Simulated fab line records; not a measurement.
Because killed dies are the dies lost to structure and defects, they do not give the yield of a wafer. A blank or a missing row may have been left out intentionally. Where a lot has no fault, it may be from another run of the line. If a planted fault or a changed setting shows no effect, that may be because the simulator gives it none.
fab line records -- flow sfq_line
record lots=6, wafers=18, last_day=80
route steps=325 shown JJ@193 M5@198
lots untouched by any fault: they come from a run of this same line in which no faults occurred
start_h: the number of hours between the record's first day and the start of the first shown wafer of the lot -- wait_h: hours since the lot's step before -- " unchanged from the row above -- L1.1+2: one row covering several wafers at once -- - no value, or no start was given -- * or withheld: withheld -- < > ~ a bound
route shown NAME@n: a module of which the file shows steps, and the number in the route of the first -- usual: average and standard deviation across the fault-free wafers -- same: alike in all rows -- chamber/n: place in a boat -- sites: the reading at each site -- _std_site: the values' standard deviation -- _edge_site: mean of outer sites minus mean of inner sites -- radius_mm: how far each site lies from the wafer's centre -- mask NAME#n: copy n -- behind: the most recent tool/chamber to have shaped the wafer -- hold: what put the lot on hold/how long, in hours/how the hold closed -- device: names the non-switching transistor (n, p or np) -- end of line: the route-end tests of the same wafers -- a step with no rows: only its recipe -- killed: dies that structure and defects cost at the first sort, which is not the same as the wafer's yield -- map: the dies of a wafer, with x for killed, . for not killed, _ for no die there
set.NAME: the run value of the setting; set.NAME@STEP: its run value at that earlier step -- model.NAME: the simulator's own value behind a step, which no gauge read
lots at selected steps of the route; one table per step, one row per wafer
services: a tool's chamber out of use, with start hour (start_h, from the record's first day; less than 0 if before it), hours out, and reason
## steps
# step SFQ_TRILAYER_JJ_CE_BARC_OPEN_RIE_150
# recipe mask_material=PR, chemistry=O2, target_depth_nm=240, target=BARC, icp_w=600, bias_w=80, pressure_mtorr=10, time_s=80
# usual drypump_motor_current_A=6.1/0.43, oes_product_au=0.538/0.0049
lot.wafer,tool,chamber,start_h,wait_h,drypump_motor_current_A,oes_product_au,rf_hours_counter_h
L916.3,rie_metal-01,1,1068.12,0.6,6.1,0.534,-
L916.5,rie_metal-01,1,1068.12,0.6,6.0,0.537,-
L916.6,rie_metal-01,0,1068.12,0.6,5.9,0.538,-
L917.2,rie_metal-03,0,1174.43,0.8,6.3,0.541,151
L917.5,rie_metal-03,0,1174.43,0.8,6.3,0.536,-
L917.6,rie_metal-03,1,1174.43,0.8,6.4,0.535,-
L920.1,rie_metal-01,1,1188.20,1.0,6.1,0.543,113
L920.4,rie_metal-01,0,1188.20,1.0,5.9,0.535,-
L920.6,rie_metal-01,0,1188.20,1.0,5.9,0.540,-
L934.1,rie_metal-01,1,1516.17,1.0,6.1,0.541,21
L934.4,rie_metal-01,0,1516.17,1.0,5.9,0.532,-
L934.6,rie_metal-01,0,1516.17,1.0,5.8,0.536,-
L936.1,rie_metal-01,0,1547.86,1.0,5.8,0.531,1
L936.2,rie_metal-01,1,1547.86,1.0,6.1,0.545,28
L936.5,rie_metal-01,0,1547.86,1.0,5.9,0.540,-
L937.2,rie_metal-03,0,1557.09,0.8,6.3,0.541,45
L937.4,rie_metal-03,0,1557.09,0.8,6.3,0.541,-
L937.6,rie_metal-03,0,1557.09,0.8,6.3,0.531,-
# step SFQ_TRILAYER_JJ_CE_ETCH_RIE_118
# recipe target=Nb, stop_on=Al2O3, mask_material=PR, taper_deg=13.257, over_etch_frac=0.15, time_s=97.7, chemistry=SF6, target_depth_nm=170, icp_w=600, bias_w=80, pressure_mtorr=10
# usual drypump_motor_current_A=6.1/0.43, oes_product_au=0.988/0.0067
lot.wafer,tool,chamber,start_h,wait_h,drypump_motor_current_A,oes_product_au,rf_hours_counter_h
L916.3,rie_metal-01,1,1068.22,0.1,6.1,0.995,-
L916.5,rie_metal-01,1,1068.22,0.1,6.0,0.990,-
L916.6,rie_metal-01,0,1068.22,0.1,5.8,0.982,-
L917.2,rie_metal-03,0,1174.53,0.1,6.3,0.976,151
L917.5,rie_metal-03,0,1174.53,0.1,6.3,0.993,-
L917.6,rie_metal-03,1,1174.53,0.1,6.4,0.991,-
L920.1,rie_metal-01,1,1188.30,0.1,6.1,0.979,113
L920.4,rie_metal-01,0,1188.30,0.1,5.9,0.998,-
L920.6,rie_metal-01,0,1188.30,0.1,5.8,0.991,-
L934.1,rie_metal-01,1,1516.26,0.1,6.1,0.976,21
L934.4,rie_metal-01,0,1516.26,0.1,5.9,0.984,-
L934.6,rie_metal-01,0,1516.26,0.1,5.9,0.989,-
L936.1,rie_metal-01,0,1547.95,0.1,5.8,0.972,1
L936.2,rie_metal-01,1,1547.95,0.1,6.0,0.986,28
L936.5,rie_metal-01,0,1547.95,0.1,5.8,0.982,-
L937.2,rie_metal-03,0,1557.18,0.1,6.3,0.978,45
L937.4,rie_metal-03,0,1557.18,0.1,6.3,0.989,-
L937.6,rie_metal-03,0,1557.18,0.1,6.3,0.992,-
# step SFQ_TRILAYER_JJ_ANODIZE_ANODIZE_119
# recipe current_density_ma_cm2=withheld, end_current_density_ma_cm2=withheld, bath_temp_c=withheld
# step SFQ_TRILAYER_JJ_CE_STRIP_STRIP_120
# recipe gas=O2, power_w=200, platen_temp_c=40, overash_fraction=0.65, chemistry=O2, pressure_mtorr=50
# usual drypump_motor_current_A=5.7/0.59, oes_product_au=1.000/0.0094
lot.wafer,tool,chamber,start_h,wait_h,drypump_motor_current_A,oes_product_au,rf_hours_counter_h
L916.3,rie_metal-02,0,1068.99,0.2,4.8,1.009,-
L916.5,rie_metal-02,1,1068.99,0.2,6.0,0.982,-
L916.6,rie_metal-02,0,1068.99,0.2,4.8,1.009,-
L917.2,rie_metal-02,1,1175.33,0.2,6.0,0.994,-
L917.5,rie_metal-02,1,1175.33,0.2,6.0,0.991,-
L917.6,rie_metal-02,1,1175.33,0.2,6.0,0.990,-
L920.1,rie_metal-03,0,1188.90,0.0,6.3,0.993,153
L920.4,rie_metal-03,0,1188.90,0.0,6.3,0.989,-
L920.6,rie_metal-03,1,1188.90,0.0,6.5,1.006,-
L934.1,rie_metal-02,0,1516.91,0.0,4.8,1.013,35
L934.4,rie_metal-02,0,1516.91,0.0,4.8,1.002,-
L934.6,rie_metal-02,0,1516.91,0.0,4.8,1.008,-
L936.1,rie_metal-01,1,1548.60,0.0,6.1,0.992,28
L936.2,rie_metal-01,0,1548.60,0.0,5.9,0.991,1
L936.5,rie_metal-01,0,1548.60,0.0,5.9,1.003,-
L937.2,rie_metal-02,0,1557.79,0.0,4.8,1.015,46
L937.4,rie_metal-02,1,1557.79,0.0,6.0,0.995,-
L937.6,rie_metal-02,1,1557.79,0.0,6.0,0.995,-
# step SFQ_TRILAYER_JJ_CE_STRIP_SOLV_CLEAN_121
# recipe chemistry=NMP, temp_c=70, time_s=600
# step SFQ_TRILAYER_M5_LITHO_COAT_128
# recipe resist=BARC, spin_rpm=3000, resist_thk_nm=62
# step SFQ_TRILAYER_M5_LITHO_COAT_123
# recipe resist=KrF, spin_rpm=3000, resist_thk_nm=600
# step SFQ_TRILAYER_M5_LITHO_SOFTBAKE_127
# recipe temp_c=withheld, time_s=withheld, resist=KrF
# step SFQ_TRILAYER_M5_LITHO_EXPOSE_124
# recipe mask_id=M5, na=0.6, source_shape=conventional, sigma_outer=0.65, target_cd_nm=700, dose_mj=14.4
# step SFQ_TRILAYER_M5_LITHO_PEB_126
# recipe peb_temp_c=115, peb_time_s=60, resist=KrF
# step SFQ_TRILAYER_M5_LITHO_DEVELOP_125
# recipe time_s=60, resist=KrF
# step SFQ_M5_OVL_MEAS_932
# usual M5_OVL=0/5.1
lot.wafer,tool,chamber,start_h,wait_h,M5_OVL[nm]
L916.3,overlay-02,-,1170.93,0.1,7
L916.5,overlay-02,-,1170.93,0.1,6
L916.6,overlay-02,-,1170.93,0.1,11
L917.2,overlay-02,-,1178.78,0.1,-2
L917.5,overlay-02,-,1178.78,0.1,3
L917.6,overlay-02,-,1178.78,0.1,-1
L920.1,overlay-01,-,1315.85,0.1,-8
L920.4,overlay-01,-,1315.85,0.1,-2
L920.6,overlay-01,-,1315.85,0.1,-11
L934.1,overlay-02,-,1536.08,0.1,-6
L934.4,overlay-02,-,1536.08,0.1,5
L934.6,overlay-02,-,1536.08,0.1,4
L936.1,overlay-02,-,1551.82,0.1,5
L936.2,overlay-02,-,1551.82,0.1,12
L936.5,overlay-02,-,1551.82,0.1,8
L937.2,overlay-01,-,1562.03,0.1,-10
L937.4,overlay-01,-,1562.03,0.1,-6
L937.6,overlay-01,-,1562.03,0.1,0
# step SFQ_TRILAYER_M5_BARC_OPEN_METAL_ETCH_161
# recipe mask_material=PR, chemistry=O2, target_depth_nm=125, target=BARC, icp_w=600, bias_w=80, pressure_mtorr=10, time_s=41.7
# usual drypump_motor_current_A=5.9/0.52, oes_product_au=0.685/0.0044, run_length_s=69.7/0.48
lot.wafer,tool,chamber,start_h,wait_h,drypump_motor_current_A,oes_product_au,rf_hours_counter_h,run_length_s
L916.3,rie_metal-04,1,1170.98,0.0,5.1,0.682,-,69.9
L916.5,rie_metal-04,0,1170.98,0.0,6.2,0.679,-,70.2
L916.6,rie_metal-04,1,1170.98,0.0,5.0,0.693,-,70.0
L917.2,rie_metal-03,0,1178.81,0.0,6.3,0.690,151,69.2
L917.5,rie_metal-03,1,1178.81,0.0,6.4,0.687,-,69.0
L917.6,rie_metal-03,0,1178.81,0.0,6.3,0.689,-,69.4
L920.1,rie_metal-01,1,1315.89,0.0,6.0,0.682,125,69.5
L920.4,rie_metal-01,0,1315.89,0.0,5.9,0.682,-,69.7
L920.6,rie_metal-01,1,1315.89,0.0,6.1,0.682,-,69.1
L934.1,rie_metal-03,1,1536.12,0.0,6.4,0.681,31,68.9
L934.4,rie_metal-03,0,1536.12,0.0,6.3,0.664,-,72.0
L934.6,rie_metal-03,0,1536.12,0.0,6.3,0.689,-,69.4
L936.1,rie_metal-03,1,1551.85,0.0,6.5,0.692,35,69.2
L936.2,rie_metal-03,0,1551.85,0.0,6.3,0.674,45,71.8
L936.5,rie_metal-03,1,1551.85,0.0,6.5,0.690,-,68.9
L937.2,rie_metal-04,0,1562.06,0.0,6.2,0.681,8,70.5
L937.4,rie_metal-04,1,1562.06,0.0,5.0,0.689,-,70.1
L937.6,rie_metal-04,0,1562.06,0.0,6.2,0.685,-,69.9
# step SFQ_TRILAYER_M5_ETCH_METAL_ETCH_126
# recipe target=Nb, stop_on=SiO2, mask_material=PR, over_etch_frac=0.15, time_s=203.2, chemistry=Cl2/BCl3, target_depth_nm=265, icp_w=600, bias_w=80, pressure_mtorr=10
# usual drypump_motor_current_A=5.9/0.52, oes_product_au=0.726/0.0059, run_length_s=231.1/0.46
lot.wafer,tool,chamber,start_h,wait_h,drypump_motor_current_A,oes_product_au,rf_hours_counter_h,run_length_s
L916.3,rie_metal-04,1,1171.08,0.1,5.0,0.726,-,231.2
L916.5,rie_metal-04,0,1171.08,0.1,6.2,0.725,-,231.9
L916.6,rie_metal-04,1,1171.08,0.1,5.0,0.723,-,231.2
L917.2,rie_metal-03,0,1178.87,0.0,6.3,0.732,151,231.4
L917.5,rie_metal-03,1,1178.87,0.0,6.5,0.736,-,230.5
L917.6,rie_metal-03,0,1178.87,0.0,6.3,0.736,-,230.7
L920.1,rie_metal-01,1,1315.95,0.0,6.1,0.717,125,230.6
L920.4,rie_metal-01,0,1315.95,0.0,5.8,0.724,-,231.3
L920.6,rie_metal-01,1,1315.95,0.0,6.0,0.721,-,231.1
L934.1,rie_metal-03,1,1536.18,0.0,6.5,0.727,31,230.7
L934.4,rie_metal-03,0,1536.18,0.0,6.3,0.722,-,230.6
L934.6,rie_metal-03,0,1536.18,0.0,6.3,0.719,-,230.6
L936.1,rie_metal-03,1,1551.91,0.0,6.5,0.723,35,230.6
L936.2,rie_metal-03,0,1551.91,0.0,6.3,0.724,45,230.8
L936.5,rie_metal-03,1,1551.91,0.0,6.4,0.721,-,230.4
L937.2,rie_metal-04,0,1562.12,0.0,6.2,0.728,8,231.5
L937.4,rie_metal-04,1,1562.12,0.0,5.0,0.725,-,231.2
L937.6,rie_metal-04,0,1562.12,0.0,6.2,0.730,-,231.7
## services
tool,chamber,start_h,hours,kind
rie_metal-01,-,1082.09,14.6,pm
rie_metal-03,1,1107.29,2.8,repair
rie_metal-02,0,1153.59,22.1,repair
rie_metal-01,-,1154.84,28.1,pm
rie_metal-01,-,1192.43,0.6,repair
rie_metal-03,0,1208.43,-,clean
rie_metal-03,0,1208.43,-,consumable_replace:focus_ring
rie_metal-03,0,1208.43,19.2,scheduled_down
rie_metal-03,0,1208.43,19.2,vent_cycle
rie_metal-01,-,1212.10,2.8,pm
rie_metal-01,1,1237.91,19.5,repair
rie_metal-03,1,1255.93,-,clean
rie_metal-03,1,1255.93,18.7,scheduled_down
rie_metal-03,1,1255.93,18.7,vent_cycle
rie_metal-04,0,1256.47,6.9,repair
rie_metal-02,-,1288.60,5.3,repair
rie_metal-03,0,1293.40,11.5,repair
rie_metal-02,-,1301.21,0.3,repair
rie_metal-03,0,1311.34,7.3,repair
rie_metal-03,1,1316.08,4.3,repair
rie_metal-02,1,1333.35,2.8,repair
rie_metal-04,-,1375.47,2.8,pm
rie_metal-03,-,1424.60,14.6,pm
rie_metal-03,-,1507.12,5.0,repair
## key
first_sign step=SFQ_TRILAYER_M5_BARC_OPEN_METAL_ETCH_161, reading=run_length_s, direction=up, sigmas=4.7, usual=*, struck=*
effect step=SFQ_TRILAYER_M5_BARC_OPEN_METAL_ETCH_161, reading=oes_product_au, direction=down, sigmas=3.8, usual=0.685, struck=0.669
met_at SFQ_TRILAYER_M5_BARC_OPEN_METAL_ETCH_161
struck_wafers L934.4,L936.2
onset_between 1178.81 1536.12
fault kind=process_parameter_drift, tool=rie_metal-03, chamber=-, onset_h=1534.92, steps=SFQ_TRILAYER_M5_BARC_OPEN_METAL_ETCH_161, channel=time_s, offset=*, shape=step, end_h=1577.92, scope=struck_wafers_only, acts_in=*, stated=*
